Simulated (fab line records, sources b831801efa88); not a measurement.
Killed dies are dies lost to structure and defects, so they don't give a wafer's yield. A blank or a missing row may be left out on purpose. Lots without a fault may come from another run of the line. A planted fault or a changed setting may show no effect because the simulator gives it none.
Which tool did it? | flow sky130 | 11 lots, 33 wafers sampled, at 1 step of a route of 708

WHAT THE GAUGES READ, wafer by wafer
SKY_METAL2_OVL_MEAS_16.
lot  | measured     | on         | METAL2_OVL (nm)
L826 | day 37 06:32 | overlay-01 | -12 -8 -7
L829 | day 37 15:30 | overlay-01 | -1 -7 -1
L831 | day 38 02:38 | overlay-01 | 3 6 9
L832 | day 38 12:02 | overlay-02 | -4 3 -7
L833 | day 39 01:44 | overlay-01 | -5 -6 -13
L835 | day 39 13:02 | overlay-01 | -2 -2 -4
L836 | day 39 18:28 | overlay-02 | -3 -1 -4
L837 | day 40 03:49 | overlay-02 | -14 0 -6
L841 | day 41 09:32 | overlay-01 | 3 1 4
L843 | day 41 22:16 | overlay-01 | -2 -5 -6
L844 | day 41 23:57 | overlay-02 | 11 8 7

WHICH TOOL RAN EACH LOT (tool, then ch and the chambers of the sampled wafers, then the start)
The record holds no process step before these readings.

THE ANSWER, worked out from the rows above alone
Rule: what is usual is taken from the lots themselves. Put in order of their means at a reading, lots are off if they are a third of the lots or fewer, leave a main group of 4 or more, and stand apart from it by a gap of 3 or more times the standard deviation of the main group's means; of several such gaps the widest counts. A main group whose means are all the same, to the digits that the tables above print for the reading, isn't used. A lot without any number at a reading at which 4 lots or more have one is off too. The other lots that the step has rows for count as sound.
No lot is off at any reading shown: from this, nothing can be told.

WHAT THE SIMULATOR HAD PUT IN
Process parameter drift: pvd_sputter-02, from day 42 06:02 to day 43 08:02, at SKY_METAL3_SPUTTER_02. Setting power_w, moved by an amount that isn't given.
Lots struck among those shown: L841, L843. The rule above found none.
